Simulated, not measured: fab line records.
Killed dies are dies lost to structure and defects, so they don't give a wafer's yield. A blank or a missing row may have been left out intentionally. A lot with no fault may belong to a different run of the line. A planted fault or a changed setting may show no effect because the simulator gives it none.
Which tool was responsible? -- flow gf180mcu -- 18 wafers from 6 lots sampled at 2 of the route's 602 steps

## WHAT THE GAUGES SHOWED, per wafer
GF_POLY_GATE_OVL_MEAS_11.
lot,measured,on,POLY_GATE_OVL (nm)
L562,day 11 00:52,overlay-01,-5 -12 -9
L567,day 12 19:50,overlay-01,-7 -5 0
L571,day 13 06:37,overlay-02,-2 1 0
L575,day 14 09:00,overlay-02,3 -16 -2
L577,day 14 15:14,overlay-01,-10 -8 -7
L580,day 15 19:16,overlay-01,-12 -3 -5

## WHICH TOOL RAN EACH LOT (tool, then ch and the chambers of the sampled wafers, then the start)
lot,GF_DUAL_GATE_STRIP_13
L562,"plasma-asher-02 ch 0,1, day 10 00:36"
L567,"plasma-asher-03 ch 0,1, day 11 05:23"
L571,"plasma-asher-03 ch 0,1, day 12 03:36"
L575,"plasma-asher-03 ch 0,1, day 13 08:33"
L577,"plasma-asher-04 ch 0,1, day 13 15:44"
L580,"plasma-asher-03 ch 0,1, day 14 17:15"
- GF_DUAL_GATE_STRIP_13: strips in O2/N2.

## THE ANSWER, worked out from the rows above alone
Rule: the lots themselves supply what counts as usual. The widest of any qualifying gaps counts: lots, ordered by their means at a reading, are off when they make up no more than a third of the lots, leave a main group of 4 or more, and stand apart from it by 3 or more times the standard deviation of that group's means. A main group whose means are all the same, to the digits that the tables above print for the reading, isn't used. Also off: a lot with no number at a reading for which 4 or more lots have one. Any other lot the step has rows for is counted as sound.
No lot is off at any reading shown: from this, nothing can be told.

## WHAT HAD BEEN PUT IN BY THE SIMULATOR
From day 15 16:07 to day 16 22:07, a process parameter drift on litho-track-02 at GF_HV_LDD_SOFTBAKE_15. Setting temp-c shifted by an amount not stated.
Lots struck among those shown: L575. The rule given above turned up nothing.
